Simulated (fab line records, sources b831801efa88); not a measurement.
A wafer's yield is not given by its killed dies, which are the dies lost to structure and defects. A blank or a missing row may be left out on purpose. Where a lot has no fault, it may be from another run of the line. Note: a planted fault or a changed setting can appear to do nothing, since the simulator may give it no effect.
Chamber matching	flow gf180mcu	hdpcvd-01 running GF_V5_CVD_00: 3 sister chambers
The step deposits SiO2, target thk 300 nm, time 50 s. 6 wafers are shown with their chamber, then 9 later ones without.

WAFERS PAIRED WITH THEIR CHAMBERS
wafer	chamber	run_length_s (s)	susceptor_temp_C (C)
L860.4	1	78.2	400.09
L864.1	2	78.1	399.82
L864.6	1	78.1	399.90
L874.1	0	78.6	399.87
L874.2	2	78.5	400.16
L874.5	0	79.1	399.94

WAFERS WITH NO CHAMBER GIVEN
wafer	run_length_s (s)	susceptor_temp_C (C)
L875.1	78.0	400.10
L875.5	78.1	399.83
L875.6	78.2	400.04
L876.1	78.1	400.11
L876.2	78.4	399.75
L876.5	78.4	399.83
L878.3	78.4	400.25
L878.4	78.6	400.00
L878.6	78.3	399.81

THE CHAMBER EACH PASSED THROUGH
wafer	from the rows above	in truth
L875.1	can't be placed: 1 or 2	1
L875.5	can't be placed: 1 or 2 or 0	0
L875.6	can't be placed: 1 or 2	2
L876.1	can't be placed: 1 or 2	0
L876.2	can't be placed: 2 or 1 or 0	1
L876.5	can't be placed: 2 or 1 or 0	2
L878.3	can't be placed: 2 or 1 or 0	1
L878.4	can't be placed: 0 or 2 or 1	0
L878.6	can't be placed: 2 or 1 or 0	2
Placed correctly: 0 of 9. Unplaceable from these rows: 9, with the true chamber sitting among the candidates in 8. Wrongly placed: 0.
How it was worked out, from the rows above alone: a wafer's distance from a chamber is the root of the sum, over the readings, of the square of ((its reading less the chamber's mean) divided by the reading's scatter). If the next closest chamber is less than 2 further off than the closest, the wafer can't be placed; otherwise it belongs to the closest. A chamber's mean is the mean of its shown wafers. How the scatter is found: for the shown wafers, subtract from each reading the mean of its chamber, square and add these, divide the total by (wafers less chambers), then take the root.
